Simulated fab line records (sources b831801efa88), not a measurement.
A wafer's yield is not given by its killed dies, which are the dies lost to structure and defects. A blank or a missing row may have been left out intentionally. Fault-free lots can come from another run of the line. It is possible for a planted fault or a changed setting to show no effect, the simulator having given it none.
fab line records -- flow sky130
[record] lots = 5, wafers = 15, last_day = 50
route steps=708 shown METAL5@669 PASSIVATION@681 PAD_OPEN@694
lots with no fault: from the same line, run without faults
start_h: start of the lot's first displayed wafer, in hours after the record's first day -- wait_h: hours since the lot's step before -- " repeats the value in the row above -- L1.1+2: a single row standing in for several wafers -- - value missing, or start not given -- * or withheld: withheld -- < > ~ a bound
route shown NAME@n: NAME is a module with steps in the file, n the number in the route of the first one -- usual: mean/standard deviation taken from wafers without a fault -- same: alike in all rows -- chamber/n: place in a boat -- sites: per-site readings -- _std_site: standard deviation across them -- _edge_site: outer sites' mean less inner sites' -- radius_mm: how far each site lies from the wafer's centre -- mask NAME#n: copy n -- behind: the most recent tool/chamber to have shaped the wafer -- hold: why the lot went on hold/how many hours it stayed there/how the hold came to an end -- device: which transistor (n, p or np) failed to switch -- end of line: tests run on the same wafers once the route is complete -- step lacking rows: just its recipe -- killed: dies lost to structure and defects at the first sort, not the wafer's yield -- map: dies across one wafer; x = killed, . = not, _ = none there
set.NAME: the setting the step ran with; set.NAME@STEP: the setting that earlier step ran with -- model.NAME: the simulator's own value behind a step, which no gauge read
lots at some steps of the route; a table a step, a row a wafer
services: from which hour (start_h, from the record's first day; less than 0 if before it) a tool's chamber was out of use, for how many hours, and why
[[steps]]
[step SKY_METAL5_HMDS_08]
[recipe] prime_time_s = 60, prime_temp_c = 120
[step SKY_METAL5_COAT_09]
[recipe] resist = NOVOLAK, spin_rpm = 3000, resist_thk_nm = 1800
[step SKY_METAL5_SOFTBAKE_10]
[recipe] temp_c = 90, time_s = 60, resist = NOVOLAK
[step SKY_METAL5_EXPOSE_11]
[recipe] mask_id = MM5, na = 0.6, source_shape = conventional, sigma_outer = 0.6, polarization = unpolarized, target_cd_nm = 1600, dose_mj = 190
[step SKY_METAL5_PEB_12]
[recipe] temp_c = withheld, time_s = *, resist = NOVOLAK
[step SKY_METAL5_DEVELOP_13]
[recipe] resist = NOVOLAK, developer = TMAH, develop_time_s = 60, dev_temp_c = 23
[step SKY_METAL5_DESCUM_14]
[recipe] chemistry = O2, source_power_w = 150, bias_power_w = 0, pressure_mtorr = 10, temp_c = 40, time_s = 11
[usual] drypump_motor_current_A = 6.1/0.51, he_backside_leak_sccm = 3.31/0.16, oes_product_au = 0.996/0.009
lot.wafer,tool,chamber,start_h,wait_h,drypump_motor_current_A,he_backside_leak_sccm,oes_product_au,rf_hours_counter_h
L690.1,rie_metal-04,1,1030.77,0.1,6.4,3.25,0.997,8
L690.3,rie_metal-04,1,1030.77,0.1,6.3,3.48,1.001,-
L690.5,rie_metal-04,1,1030.77,0.1,6.4,3.41,0.990,-
L699.2,rie_metal-02,1,1093.56,0.1,6.6,3.60,0.991,12
L699.3,rie_metal-02,0,1093.56,0.1,6.6,3.17,0.979,-
L699.6,rie_metal-02,1,1093.56,0.1,6.6,3.55,0.993,-
L701.2,rie_metal-04,1,1100.36,0.1,6.4,3.43,1.011,14
L701.4,rie_metal-04,1,1100.36,0.1,6.4,3.40,1.011,-
L701.6,rie_metal-04,1,1100.36,0.1,6.4,3.52,1.007,-
L705.1,rie_metal-02,0,1125.59,0.1,6.6,3.09,0.996,18
L705.5,rie_metal-02,1,1125.59,0.1,6.6,3.60,0.989,-
L705.6,rie_metal-02,0,1125.59,0.1,6.6,3.26,0.998,-
L710.1,rie_metal-04,0,1173.46,0.1,5.8,3.08,0.998,27
L710.5,rie_metal-04,0,1173.46,0.1,5.8,3.04,0.998,-
L710.6,rie_metal-04,1,1173.46,0.1,6.3,3.62,1.000,-
[step SKY_METAL5_METAL_ETCH_15]
[recipe] target_depth_a = 12600, stop_on = SiO2, over_etch_frac = 0.2, time_s = 252, chemistry = Cl2/BCl3, resist_sidewall_deg = 86, pressure_mtorr = 10, icp_w = 900, bias_w = 48.5, Cl2_flow_sccm = 60, bcl3_flow_sccm = 30
[usual] bias_w = 48.51/0.13, drypump_motor_current_A = 6.1/0.51, he_backside_leak_sccm = 3.4/0.41, mfc_cl2_sccm = 60.00/0.17, oes_product_au = 0.894/0.0047, throttle_valve_pct = 22.263/0.0094
lot.wafer,tool,chamber,start_h,wait_h,bias_w,drypump_motor_current_A,he_backside_leak_sccm,mfc_cl2_sccm,oes_product_au,rf_hours_counter_h,throttle_valve_pct
L690.1,rie_metal-04,1,1030.81,0.0,48.42,6.4,3.5,59.84,0.902,8,22.275
L690.3,rie_metal-04,1,1030.81,0.0,48.53,6.3,3.6,60.12,0.889,-,22.268
L690.5,rie_metal-04,1,1030.81,0.0,48.29,6.4,3.3,59.85,0.889,-,22.268
L699.2,rie_metal-02,1,1093.59,0.0,48.45,6.5,3.7,59.85,0.893,12,22.253
L699.3,rie_metal-02,0,1093.59,0.0,48.55,6.6,3.4,60.01,0.900,-,22.242
L699.6,rie_metal-02,1,1093.59,0.0,48.41,6.5,3.5,59.78,0.885,-,22.253
L701.2,rie_metal-04,1,1100.39,0.0,48.39,6.4,3.5,59.69,0.891,14,22.281
L701.4,rie_metal-04,1,1100.39,0.0,48.38,6.4,3.5,59.85,0.893,-,22.267
L701.6,rie_metal-04,1,1100.39,0.0,48.54,6.3,3.6,59.89,0.899,-,22.258
L705.1,rie_metal-02,0,1125.62,0.0,48.43,6.6,3.4,60.19,0.891,18,22.267
L705.5,rie_metal-02,1,1125.62,0.0,48.35,6.6,3.6,59.67,0.883,-,22.276
L705.6,rie_metal-02,0,1125.62,0.0,48.38,6.6,3.3,60.16,0.894,-,22.253
L710.1,rie_metal-04,0,1173.49,0.0,48.80,5.7,3.1,60.20,0.900,27,22.266
L710.5,rie_metal-04,0,1173.49,0.0,48.58,5.7,3.0,60.18,0.892,-,22.253
L710.6,rie_metal-04,1,1173.49,0.0,48.41,6.3,3.3,60.34,0.899,-,22.253
[step SKY_METAL5_STRIP_16]
[recipe] chemistry = O2/N2, power_w = 1400, pressure_mtorr = 1500, platen_temp_c = withheld, o2_flow_sccm = 3000, n2_flow_sccm = 300, overash_fraction = 0.5
[step SKY_METAL5_STRIP_17]
[recipe] chemistry = post_etch_residue_remover, time_s = 1200, temp_c = 72.5
[step SKY_METAL5_CLEAN_18]
[recipe] chemistry = IPA, time_s = 180, temp_c = 25
[step SKY_METAL5_CLEAN_19]
[recipe] chemistry = O3/DIW, dry = n2_spin
[step SKY_PASSIVATION_CVD_00]
[recipe] material = SiO2, target_thk_nm = 90, temp_c = 400, time_s = withheld, rf_w = 600
[usual] heater_power_w = 646/83
lot.wafer,tool,chamber,start_h,wait_h,heater_power_w
L690.1,pecvd-04,2,1031.63,0.0,797
L690.3,pecvd-04,0,1031.63,0.0,623
L690.5,pecvd-04,1,1031.63,0.0,528
L699.2,pecvd-04,1,1094.42,0.0,590
L699.3,pecvd-04,2,1094.42,0.0,815
L699.6,pecvd-04,1,1094.42,0.0,612
L701.2,pecvd-01,2,1101.22,0.0,626
L701.4,pecvd-01,2,1101.22,0.0,636
L701.6,pecvd-01,1,1101.22,0.0,510
L705.1,pecvd-01,2,1126.52,0.0,637
L705.5,pecvd-01,0,1126.52,0.0,581
L705.6,pecvd-01,2,1126.52,0.0,654
L710.1,pecvd-02,2,1174.32,0.0,714
L710.5,pecvd-02,2,1174.32,0.0,572
L710.6,pecvd-02,1,1174.32,0.0,789
[step SKY_PASSIVATION_THK_MEAS_01]
[recipe] reads = SiO2_of_PASSIVATION_CVD_00
[usual] PASSIVATION_CVD_00_THK = 89.7/1.2
lot.wafer,tool,chamber,start_h,wait_h,PASSIVATION_CVD_00_THK[nm]
L690.1,film_metro-03,-,1031.66,-,88.7
L690.3,film_metro-03,-,1031.66,-,87.6
L690.5,film_metro-03,-,1031.66,-,89.7
L699.2,film_metro-02,-,1094.45,-,87.8
L699.3,film_metro-02,-,1094.45,-,88.9
L699.6,film_metro-02,-,1094.45,-,89.1
L701.2,film_metro-02,-,1101.25,-,91.5
L701.4,film_metro-02,-,1101.25,-,91.4
L701.6,film_metro-02,-,1101.25,-,91.8
L705.1,film_metro-04,-,1126.54,-,88.8
L705.5,film_metro-04,-,1126.54,-,90.6
L705.6,film_metro-04,-,1126.54,-,88.8
L710.1,film_metro-03,-,1174.34,-,88.1
L710.5,film_metro-03,-,1174.34,-,89.8
L710.6,film_metro-03,-,1174.34,-,88.9
[step SKY_PASSIVATION_CVD_02]
[recipe] material = Si3N4, target_thk_nm = 540, temp_c = 400, time_s = withheld, rf_w = 450
[step SKY_PASSIVATION_THK_MEAS_03]
[recipe] reads = Si3N4_of_PASSIVATION_CVD_02
[usual] PASSIVATION_CVD_02_THK = 538/7.4
lot.wafer,tool,chamber,start_h,wait_h,PASSIVATION_CVD_02_THK[nm]
L690.1,film_metro-04,-,1032.05,-,534
L690.3,film_metro-04,-,1032.05,-,534
L690.5,film_metro-04,-,1032.05,-,540
L699.2,film_metro-04,-,1094.73,-,531
L699.3,film_metro-04,-,1094.73,-,533
L699.6,film_metro-04,-,1094.73,-,542
L701.2,film_metro-02,-,1101.53,-,526
L701.4,film_metro-02,-,1101.53,-,533
L701.6,film_metro-02,-,1101.53,-,533
L705.1,film_metro-03,-,1126.83,-,531
L705.5,film_metro-03,-,1126.83,-,543
L705.6,film_metro-03,-,1126.83,-,536
L710.1,film_metro-02,-,1174.62,-,546
L710.5,film_metro-02,-,1174.62,-,553
L710.6,film_metro-02,-,1174.62,-,563
[step SKY_PASSIVATION_DEHYDRATE_04]
[recipe] temp_c = 200, time_s = 60
[step SKY_PASSIVATION_HMDS_05]
[recipe] prime_time_s = 60, prime_temp_c = 120
[step SKY_PASSIVATION_COAT_06]
[recipe] spin_rpm = 2000, resist_thk_nm = 3000
[step SKY_PASSIVATION_SOFTBAKE_07]
[recipe] temp_c = 110, time_s = withheld
[step SKY_PASSIVATION_EXPOSE_08]
[recipe] mask_id = NSM, target_cd_nm = 3000, na = 0.57, dose_mj = 260
[step SKY_PASSIVATION_PEB_09]
[recipe] temp_c = 115, time_s = withheld
[step SKY_PASSIVATION_DEVELOP_10]
[recipe] develop_time_s = 60, dev_temp_c = 21.89
[step SKY_PASSIVATION_ETCH_11]
[recipe] chemistry = CF4/O2, target_depth_nm = 725, stop_on = AlCu, source_w = 800, bias_w = 150, pressure_mtorr = 150, cf4_flow_sccm = 80, O2_flow_sccm = 10, time_s = 161.1
[usual] bias_w = 149.9/0.47, cf4_flow_sccm = 79.99/0.25, drypump_motor_current_A = 5.8/0.32, oes_product_au = 0.976/0.0079, throttle_valve_pct = 5.964/0.0087
lot.wafer,tool,chamber,start_h,wait_h,bias_w,cf4_flow_sccm,drypump_motor_current_A,oes_product_au,rf_hours_counter_h,throttle_valve_pct
L690.1,rie_diel-03,1,1054.02,-,149.8,80.17,6.4,0.968,20,5.960
L690.3,rie_diel-03,3,1054.02,-,149.5,80.00,5.8,0.968,15,5.952
L690.5,rie_diel-03,3,1054.02,-,149.9,80.33,5.8,0.980,-,5.982
L699.2,rie_diel-02,0,1113.96,-,150.0,80.01,5.5,0.963,7,5.966
L699.3,rie_diel-02,2,1113.96,-,150.4,79.83,5.7,0.976,23,5.957
L699.6,rie_diel-02,0,1113.96,-,149.2,79.96,5.5,0.976,-,5.973
L701.2,rie_diel-02,1,1120.43,-,149.1,80.12,6.3,0.967,29,5.960
L701.4,rie_diel-02,2,1120.43,-,149.4,80.11,5.7,0.986,-,5.974
L701.6,rie_diel-02,1,1120.43,-,149.7,79.88,6.3,0.973,-,5.955
L705.1,rie_diel-03,0,1145.41,-,149.8,80.03,5.7,0.986,19,5.943
L705.5,rie_diel-03,3,1145.41,-,149.8,80.21,5.7,0.988,-,5.975
L705.6,rie_diel-03,2,1145.41,-,149.0,79.92,5.8,0.978,-,5.975
L710.1,rie_diel-01,2,1191.42,-,149.7,79.85,5.6,0.987,1,5.962
L710.5,rie_diel-01,2,1191.42,-,150.1,80.31,5.6,0.992,-,5.969
L710.6,rie_diel-01,3,1191.42,-,149.7,79.90,5.6,0.983,-,5.952
[step SKY_PASSIVATION_STRIP_12]
[recipe] chemistry = O2/N2, power_w = 1400, pressure_mtorr = 1500, platen_temp_c = withheld, overash_fraction = 0.7, o2_flow_sccm = 3000, n2_flow_sccm = 300
[step SKY_PAD_OPEN_DEHYDRATE_00]
[recipe] temp_c = 200, time_s = 60
[step SKY_PAD_OPEN_HMDS_01]
[recipe] prime_time_s = 60, prime_temp_c = 120
[step SKY_PAD_OPEN_COAT_02]
[recipe] spin_rpm = 2000, resist_thk_nm = 3000
[step SKY_PAD_OPEN_SOFTBAKE_03]
[recipe] temp_c = 110, time_s = withheld
[step SKY_PAD_OPEN_EXPOSE_04]
[recipe] mask_id = PDM, target_cd_nm = 60000, na = 0.57, dose_mj = 260
[step SKY_PAD_OPEN_PEB_05]
[recipe] temp_c = 115, time_s = withheld
[step SKY_PAD_OPEN_DEVELOP_06]
[recipe] develop_time_s = 60, dev_temp_c = 23
[step SKY_PAD_OPEN_ETCH_07]
[recipe] chemistry = CF4/O2, target_depth_nm = 725, stop_on = AlCu, source_w = 800, bias_w = 150, pressure_mtorr = 150, cf4_flow_sccm = 80, O2_flow_sccm = 10, time_s = 161.1
[usual] bias_w = 150.1/0.46, cf4_flow_sccm = 80.00/0.24, drypump_motor_current_A = 5.7/0.34, oes_product_au = 0.976/0.0074, throttle_valve_pct = 5.964/0.0086
lot.wafer,tool,chamber,start_h,wait_h,bias_w,cf4_flow_sccm,drypump_motor_current_A,oes_product_au,rf_hours_counter_h,throttle_valve_pct
L690.1,rie_diel-02,1,1075.38,-,150.6,80.30,6.3,0.969,28,5.959
L690.3,rie_diel-02,3,1075.38,-,150.5,79.46,5.0,0.973,25,5.959
L690.5,rie_diel-02,3,1075.38,-,150.1,79.86,5.0,0.982,-,5.977
L699.2,rie_diel-04,0,1133.14,-,150.4,80.23,5.7,0.966,18,5.959
L699.3,rie_diel-04,2,1133.14,-,150.0,80.34,6.0,0.969,27,5.981
L699.6,rie_diel-04,2,1133.14,-,149.8,80.07,6.0,0.980,-,5.957
L701.2,rie_diel-03,3,1139.88,-,149.8,80.22,5.7,0.971,19,5.972
L701.4,rie_diel-03,0,1139.88,-,150.2,80.01,5.7,0.980,19,5.978
L701.6,rie_diel-03,0,1139.88,-,151.3,79.97,5.7,0.972,-,5.973
L705.1,rie_diel-02,0,1162.46,-,150.9,80.27,5.5,0.968,9,5.951
L705.5,rie_diel-02,0,1162.46,-,150.4,79.99,5.5,0.986,-,5.971
L705.6,rie_diel-02,2,1162.46,-,149.6,79.84,5.7,0.973,-,5.962
L710.1,rie_diel-02,2,1206.41,-,149.4,79.63,5.7,0.987,27,5.964
L710.5,rie_diel-02,3,1206.41,-,149.8,79.86,5.0,0.984,-,5.962
L710.6,rie_diel-02,0,1206.41,-,150.0,80.08,5.5,0.998,-,5.971
[step SKY_PAD_OPEN_STRIP_08]
[recipe] chemistry = O2/N2, power_w = 1400, pressure_mtorr = 1500, platen_temp_c = withheld, overash_fraction = 0.7, o2_flow_sccm = 3000, n2_flow_sccm = 300
[usual] drypump_motor_current_A = 6.1/0.49, oes_product_au = 0.664/0.0045, strip_time_to_endpoint_s = 37.09/0.091
lot.wafer,tool,chamber,start_h,wait_h,drypump_motor_current_A,oes_product_au,rf_hours_counter_h,strip_time_to_endpoint_s
L690.1,plasma_asher-01,1,1075.49,0.1,6.5,0.664,36,37.12
L690.3,plasma_asher-01,0,1075.49,0.1,5.8,0.657,-,37.05
L690.5,plasma_asher-01,0,1075.49,0.1,5.8,0.663,-,36.99
L699.2,plasma_asher-03,0,1133.24,0.1,6.7,0.664,5,37.12
L699.3,plasma_asher-03,0,1133.24,0.1,6.7,0.666,-,37.11
L699.6,plasma_asher-03,0,1133.24,0.1,6.7,0.660,-,37.16
L701.2,plasma_asher-01,0,1139.99,0.1,5.8,0.659,43,37.28
L701.4,plasma_asher-01,1,1139.99,0.1,6.5,0.665,-,37.10
L701.6,plasma_asher-01,0,1139.99,0.1,5.8,0.659,-,37.15
L705.1,plasma_asher-03,1,1162.56,0.1,5.5,0.662,9,37.13
L705.5,plasma_asher-03,1,1162.56,0.1,5.5,0.664,-,37.08
L705.6,plasma_asher-03,0,1162.56,0.1,6.7,0.664,-,37.09
L710.1,plasma_asher-03,0,1206.51,0.1,6.6,0.663,14,36.94
L710.5,plasma_asher-03,0,1206.51,0.1,6.7,0.654,-,36.87
L710.6,plasma_asher-03,1,1206.51,0.1,5.5,0.666,-,36.92
[step SKY_PAD_OPEN_STRIP_09]
[recipe] chemistry = post_etch_residue_remover, time_s = 1200, temp_c = 72.5
[step SKY_PAD_OPEN_CLEAN_10]
[recipe] chemistry = IPA, time_s = 180, temp_c = 25
[step SKY_PAD_OPEN_CLEAN_11]
[recipe] chemistry = O3/DIW, dry = n2_spin
[step SKY_PAD_OPEN_ANNEAL_12]
[recipe] temp_c = 403.6, time_s = withheld, ambient = N2/H2, idle_temp_c = 300, ramp_up_c_per_min = 8, ramp_down_c_per_min = 4
[step SKY_PAD_OPEN_BOW_MEAS_13]
[recipe] mode = bow
[usual] PAD_OPEN_BOW = 47/8.7
lot.wafer,tool,chamber,start_h,wait_h,PAD_OPEN_BOW[um]
L690.1,film_metro-01,-,1077.58,-,52
L690.3,film_metro-01,-,1077.58,-,46
L690.5,film_metro-01,-,1077.58,-,46
L699.2,film_metro-02,-,1135.49,-,46
L699.3,film_metro-02,-,1135.49,-,59
L699.6,film_metro-02,-,1135.49,-,52
L701.2,film_metro-02,-,1142.10,-,51
L701.4,film_metro-02,-,1142.10,-,55
L701.6,film_metro-02,-,1142.10,-,53
L705.1,film_metro-04,-,1165.09,-,42
L705.5,film_metro-04,-,1165.09,-,44
L705.6,film_metro-04,-,1165.09,-,56
L710.1,film_metro-04,-,1208.63,-,47
L710.5,film_metro-04,-,1208.63,-,36
L710.6,film_metro-04,-,1208.63,-,48
[step SKY_PAD_OPEN_PROBE_99]
[usual] defect_limited_yield = 82.3/2, killed_at_M0_to_M3 = 43/6.8, killed_at_M4_up = 3.2/1.9, killed_at_contacts = 24/5, killed_at_front_end = 16/4.9, killed_at_other = 0.4/0.76, killed_dies = 87/10, killed_open = 47/7.3, killed_short = 39/6.2, sort_bin_3_pad_short = 0.9/0.4, sort_bin_5_function = 10.5/1.5, sort_bin_6_memory = 6.4/1.2, sort_n_pass = 405/10, sort_yield_pct = 82.3/2
[same] gross_dies = 492, killed_at_back_side = 0, sort_bin_4_leakage[%] = 0, sort_bin_8_speed[%] = 0
lot.wafer,tool,chamber,start_h,wait_h,defect_limited_yield[%],killed_at_M0_to_M3,killed_at_M4_up,killed_at_contacts,killed_at_front_end,killed_at_other,killed_dies,killed_open,killed_short,sort_bin_3_pad_short[%],sort_bin_5_function[%],sort_bin_6_memory[%],sort_n_pass,sort_yield_pct[%],model.etest.tester.sort_n_pass,model.etest.tester.sort_yield_pct,model.etest.tester.sort_bin_5_pct,model.etest.tester.sort_bin_3_pct
L690.1,prober-02,-,1077.70,0.1,80.7,55,2,24,14,0,95,64,31,1.2,10.8,7.3,397,80.7,397,80.69,10.77,1.22
L690.3,prober-02,-,1077.80,0.2,83.1,32,6,27,18,0,83,39,44,1.4,9.8,5.7,409,83.1,409,83.13,9.756,1.423
L690.5,prober-02,-,1077.90,0.2,81.1,49,5,21,18,0,93,48,45,1.4,10.4,7.1,399,81.1,399,81.1,10.37,1.423
L699.2,prober-01,-,1135.64,0.1,68.1,43,2,26,14,72,157,49,38,4.5,20.7,6.7,335,68.1,335,68.09,20.73,4.472
L699.3,prober-01,-,1135.69,0.2,82.1,44,5,20,19,0,88,49,39,0.8,11.2,5.9,404,82.1,404,82.11,11.18,0.813
L699.6,prober-01,-,1135.84,0.2,69.9,37,4,21,17,69,148,48,32,3.9,19.7,6.5,344,69.9,344,69.92,19.72,3.862
L701.2,prober-01,-,1142.25,0.1,82.1,50,1,16,20,1,88,51,37,0.6,8.9,8.3,404,82.1,404,82.11,8.943,0.6098
L701.4,prober-01,-,1142.35,0.2,82.9,47,4,19,14,0,84,46,38,0.8,10.8,5.5,408,82.9,408,82.93,10.77,0.813
L701.6,prober-01,-,1142.45,0.2,79.5,48,3,33,17,0,101,59,42,1.0,12.4,7.1,391,79.5,391,79.47,12.4,1.016
L705.1,prober-01,-,1165.21,0.1,85.2,35,2,17,19,0,73,41,31,1.2,9.1,4.5,419,85.2,419,85.16,9.146,1.22
L705.5,prober-01,-,1165.41,0.2,80.9,38,3,33,20,0,94,51,43,1.0,8.5,9.6,398,80.9,398,80.89,8.537,1.016
L705.6,prober-01,-,1165.46,0.2,82.9,42,5,22,15,0,84,43,41,0.8,10.8,5.5,408,82.9,408,82.93,10.77,0.813
L710.1,prober-01,-,1208.75,0.1,85.0,34,3,23,14,0,74,41,33,1.0,8.5,5.5,418,85.0,418,84.96,8.537,1.016
L710.5,prober-01,-,1208.95,0.2,81.3,49,7,24,12,0,92,56,35,1.2,12.6,4.9,400,81.3,400,81.3,12.6,1.22
L710.6,prober-01,-,1209.00,0.2,84.1,41,8,14,14,1,78,36,42,1.4,7.3,7.1,414,84.1,414,84.15,7.317,1.423
// killed by level:class
L690.1 VIA1:geometric_particle:open=17 LI_CONTACT:geometric_particle:open=9 CONTACT:geometric_particle:open=8 VIA2:geometric_particle:open=7 METAL2:geometric_particle:short=7 VIA3:geometric_particle:open=7 METAL1:geometric_particle:short=6 POLY_GATE:geometric_particle:open=5
L690.3 CONTACT:geometric_particle:short=9 VIA1:geometric_particle:open=8 VIA1:geometric_particle:short=8 LI_CONTACT:geometric_particle:open=7 FIELD_ISO:geometric_particle:open=6 VIA2:geometric_particle:open=6 POLY_GATE:geometric_particle:short=5 LOCAL_INTERCONNECT:geometric_particle:short=5
L690.5 VIA2:geometric_particle:open=11 VIA1:geometric_particle:open=10 VIA3:geometric_particle:open=8 CONTACT:geometric_particle:open=7 VIA1:geometric_particle:short=7 CONTACT:geometric_particle:short=6 POLY_GATE:geometric_particle:open=6 POLY_GATE:geometric_particle:short=5
L699.2 PASSIVATION:unspecified=70 VIA2:geometric_particle:open=10 CONTACT:geometric_particle:open=9 VIA1:geometric_particle:open=9 CONTACT:geometric_particle:short=6 METAL2:geometric_particle:short=6 FIELD_ISO:geometric_particle:open=5 LI_CONTACT:geometric_particle:open=5
L699.3 VIA1:geometric_particle:open=10 VIA3:geometric_particle:open=8 FIELD_ISO:geometric_particle:open=7 CONTACT:geometric_particle:open=6 METAL4:geometric_particle:short=5 LI_CONTACT:geometric_particle:open=5 LOCAL_INTERCONNECT:geometric_particle:short=5 METAL2:geometric_particle:short=5
L699.6 PASSIVATION:unspecified=68 CONTACT:geometric_particle:open=9 VIA1:geometric_particle:open=8 FIELD_ISO:geometric_particle:open=7 LI_CONTACT:geometric_particle:open=6 VIA3:geometric_particle:open=6 VIA2:geometric_particle:open=5 METAL2:geometric_particle:short=4
L701.2 VIA1:geometric_particle:open=13 VIA3:geometric_particle:open=12 FIELD_ISO:geometric_particle:short=7 LI_CONTACT:geometric_particle:open=7 METAL3:geometric_particle:short=6 METAL1:geometric_particle:short=6 CONTACT:geometric_particle:open=5 VIA1:geometric_particle:short=4
L701.4 VIA1:geometric_particle:open=11 VIA3:geometric_particle:open=10 VIA2:geometric_particle:open=7 FIELD_ISO:geometric_particle:short=6 CONTACT:geometric_particle:short=6 CONTACT:geometric_particle:open=6 VIA1:geometric_particle:short=6 METAL3:geometric_particle:short=4
L701.6 CONTACT:geometric_particle:open=13 VIA1:geometric_particle:open=13 VIA3:geometric_particle:open=8 CONTACT:geometric_particle:short=7 LI_CONTACT:geometric_particle:open=6 VIA1:geometric_particle:short=6 FIELD_ISO:geometric_particle:open=5 POLY_GATE:geometric_particle:open=5
L705.1 VIA2:geometric_particle:open=8 FIELD_ISO:geometric_particle:open=7 POLY_GATE:geometric_particle:short=6 LI_CONTACT:geometric_particle:open=5 VIA1:geometric_particle:open=5 LOCAL_INTERCONNECT:geometric_particle:short=4 CONTACT:geometric_particle:open=4 VIA3:geometric_particle:open=4
L705.5 CONTACT:geometric_particle:open=12 VIA1:geometric_particle:open=8 LI_CONTACT:geometric_particle:open=7 CONTACT:geometric_particle:short=7 VIA2:geometric_particle:open=6 VIA1:geometric_particle:short=6 POLY_GATE:geometric_particle:short=5 LOCAL_INTERCONNECT:geometric_particle:short=5
L705.6 VIA1:geometric_particle:open=10 LOCAL_INTERCONNECT:geometric_particle:short=7 CONTACT:geometric_particle:open=6 METAL2:geometric_particle:short=6 LI_CONTACT:geometric_particle:open=5 VIA3:geometric_particle:open=5 METAL1:geometric_particle:short=5 FIELD_ISO:geometric_particle:open=4
L710.1 CONTACT:geometric_particle:open=10 VIA3:geometric_particle:open=8 VIA1:geometric_particle:open=7 LI_CONTACT:geometric_particle:open=6 VIA1:geometric_particle:short=6 VIA3:geometric_particle:short=5 FIELD_ISO:geometric_particle:open=4 FIELD_ISO:geometric_particle:short=4
L710.5 VIA1:geometric_particle:open=15 LI_CONTACT:geometric_particle:open=11 VIA3:geometric_particle:open=11 CONTACT:geometric_particle:open=6 METAL2:geometric_particle:short=6 CONTACT:geometric_particle:short=5 VIA2:geometric_particle:short=5 FIELD_ISO:geometric_particle:open=4
L710.6 VIA1:geometric_particle:open=9 METAL2:geometric_particle:short=8 METAL4:geometric_particle:short=7 LI_CONTACT:geometric_particle:open=5 LOCAL_INTERCONNECT:geometric_particle:short=4 CONTACT:geometric_particle:open=4 METAL1:geometric_particle:short=4 VIA2:geometric_particle:open=4
// map L699.2 (x killed, . not)
__________..xx....x._________
________..x..xx......._______
______.xx.x.....xxx....._____
_____......xx.......xxx..____
____.........xx...xx..x...___
___.x..xx........x.........__
__.x.x........xx...x..x...x._
_....x.x......x....x.........
_.x....x.....x..x...xxxxxx...
_.............x.x.xxxxxxx....
_x.x...x.........xxxxxxxxxx..
_.x..x.......xx..xxxxxxxxxx.x
_....xx.........xxxxxxxxxxx..
_....xx.......x..xxxxxxxxxxx.
_..x.xx.........xxxxxxxxxxx..
__..xx.......x.x...xxxxx.x.._
___xx..x.........xx...xx...__
____...........x.....x....___
_____...x.x....xxx.x.....____
______x..x......x....x.x_____
________.............._______
__________x..x......_________
// map L690.1 (x killed, . not)
__________.x.....x.._________
________..x..........._______
______...........xx....._____
_____..............x.....____
____.........x..x........x___
___..x.x...xx....x...x.....__
__.........x.x..x.x.x.xx...._
_...x..x.......x.x.x.........
_x............x..xxxxxx......
_.xx.x....x..x....x......x...
_.......x.xx....x............
_.....x...x..x....x....xx...x
_.x....x....x...x.x..........
_.x............xx.........x..
_x..x....x.........x...xx..xx
__.........................._
___..x..x.x........x.......__
____x.x.x.......x..xxx..xx___
_____......x.x.......x...____
______....x.x...x..x...._____
________..x..x........_______
__________..xx.....x_________
[[services]]
tool,chamber,start_h,hours,kind
rie_diel-04,1,1039.30,4.3,repair
rie_metal-04,0,1043.23,22.2,repair
pecvd-01,-,1044.72,16.2,repair
rie_metal-02,-,1053.13,0.3,repair
rie_diel-03,2,1053.31,11.8,repair
plasma_asher-03,-,1055.25,9.0,pm
rie_diel-01,1,1058.10,4.6,repair
rie_diel-01,-,1060.23,2.8,pm
rie_diel-04,2,1060.72,6.0,repair
pecvd-01,-,1062.89,14.6,pm
rie_diel-02,0,1070.52,6.6,repair
pecvd-04,-,1077.93,0.9,repair
plasma_asher-03,-,1077.99,15.6,pm
rie_diel-02,3,1110.17,19.7,repair
plasma_asher-03,-,1112.41,1.4,repair
rie_diel-03,-,1128.79,2.1,repair
pecvd-04,2,1137.66,5.6,repair
pecvd-01,-,1138.55,2.5,repair
rie_diel-03,-,1148.51,14.6,pm
plasma_asher-03,-,1149.34,1.2,repair
rie_diel-02,0,1172.47,11.9,repair
rie_metal-04,-,1180.00,14.6,pm
pecvd-04,-,1197.76,5.5,pm
pecvd-01,0,1198.73,1.9,repair
[[key]]
[first_sign] step = SKY_PAD_OPEN_PROBE_99, reading = killed_at_other, direction = up, sigmas = 70, usual = 0.4, struck = 70.5
[effect] step = SKY_PAD_OPEN_PROBE_99, reading = sort_bin_3_pad_short, direction = up, sigmas = 8.3, usual = 0.9, struck = 4.2
[model_effect] step = SKY_PAD_OPEN_PROBE_99, value = etest.tester.sort_n_pass, without = 398, struck = 339.5
met_at SKY_PASSIVATION_CVD_00
struck_wafers L699.2,L699.6
onset_between 1031.63 1094.42
[fault] kind = chamber_particle_source, tool = pecvd-04, chamber = 1, onset_h = 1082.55, steps = SKY_PASSIVATION_CVD_00, rate_per_visit_cm2 = 1.5212, end_h = 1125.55
